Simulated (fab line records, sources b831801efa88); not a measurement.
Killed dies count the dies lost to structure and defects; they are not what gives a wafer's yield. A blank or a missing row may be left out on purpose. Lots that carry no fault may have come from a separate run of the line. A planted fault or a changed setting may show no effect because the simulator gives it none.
Struck lot and sound lot, side by side    flow sky130    17 out of 708 route steps
Sound: the wafers L449.1, L449.4, L449.5. Wafers struck: L470.1, L470.2, L470.6. The cause comes at the end.
Order at every step that has rows: each side's tool, ch and its chambers, its first start. Under that, the readings that differ: sound wafers    struck wafers    difference of the means    sigmas: that difference in standard deviations of wafers without a fault.
alike: words and numbers the same on both sides, and readings whose means are apart by under 2 such deviations; not compared: readings that were withheld, readings missing a value for some wafer, numbers with overlapping values and no deviation given by the record, and bounds like >300 which may hide the same value.
A row with sigmas, a row that says differs or no value, or rows on one side alone: a step with any of these is where the two part. Non-overlapping numbers with no deviation appear without sigmas and do not part them. A reading missing from all wafers of one side parts the sides only when that side holds two or more wafers.

first, 1 step without rows for these wafers: SKY_SD_P_DEVELOP_06 (develop time 60 s).
SKY_SD_P_CD_MEAS_07: the cd target is 380 nm.
  struck on cd_sem-01, day 32 17:37; sound on cd_sem-02, day 25 20:43
  alike: cd_nm
SKY_SD_P_OVL_MEAS_08:
  struck on overlay-01, day 32 17:44; sound on overlay-01, day 25 20:50
  alike: SD_P_OVL
after that, 1 step had no rows for these wafers: SKY_SD_P_IMPLANT_09.
SKY_SD_P_STRIP_10: strips in O2/N2.
  sound on plasma_asher-03 ch 1, day 25 21:01; struck on plasma_asher-01 ch 0,1, day 32 17:56
reading                      sound        struck       difference  sigmas
drypump_motor_current_A (A)  6.3 6.3 6.3  5.4 5.0 4.9  -1.2        -2
  alike: n2_flow_sccm, oes_product_au, strip_time_to_endpoint_s
  not compared: rf_hours_counter_h
SKY_SD_P_TW_MEAS_11:
  struck on film_metro-02, day 32 18:02; sound on film_metro-02, day 25 21:07
  alike: SD_P_TW
then, 6 steps without rows for these wafers: SKY_RES_XHIGH_DEHYDRATE_00 (time 60 s); SKY_RES_XHIGH_HMDS_01 (prime time 60 s); SKY_RES_XHIGH_COAT_02 (resist thk 1140 nm); SKY_RES_XHIGH_SOFTBAKE_03 (time 60 s); SKY_RES_XHIGH_EXPOSE_04 (exposes mask URPM, target cd 1270 nm); SKY_RES_XHIGH_PEB_05.
SKY_RES_XHIGH_DEVELOP_06: develop time 60 s.
  struck on litho_track-01, day 33 20:22; sound on litho_track-03 ch 0, day 27 01:24
  no value came back on the struck wafers for chill_plate_temp_C (C), develop_time_s (s), exhaust_pa (Pa); on the sound wafers chill_plate_temp_C (C) reads 23.04 23.00 23.07
after that, 1 step had no rows for these wafers: SKY_RES_XHIGH_IMPLANT_07.
SKY_RES_XHIGH_STRIP_08: strips in O2/N2.
  sound on plasma_asher-02 ch 0, day 27 01:42; struck on plasma_asher-03 ch 0,1, day 33 20:40
  alike: drypump_motor_current_A, n2_flow_sccm, oes_product_au, strip_time_to_endpoint_s
  not compared: rf_hours_counter_h
SKY_RES_XHIGH_TW_MEAS_09:
  struck on film_metro-03, day 33 20:46; sound on film_metro-03, day 27 01:48
reading       sound           struck    difference  sigmas
RES_XHIGH_TW  1642 1647 1644  30 30 30  -1614       -85
then, 1 step without rows for these wafers: SKY_SD_N_DEHYDRATE_00 (time 60 s).

== WHERE THEY PART ==
Earliest at SKY_SD_P_STRIP_10; latest, in this record, at SKY_RES_XHIGH_TW_MEAS_09.

WHY: what the simulator had put in
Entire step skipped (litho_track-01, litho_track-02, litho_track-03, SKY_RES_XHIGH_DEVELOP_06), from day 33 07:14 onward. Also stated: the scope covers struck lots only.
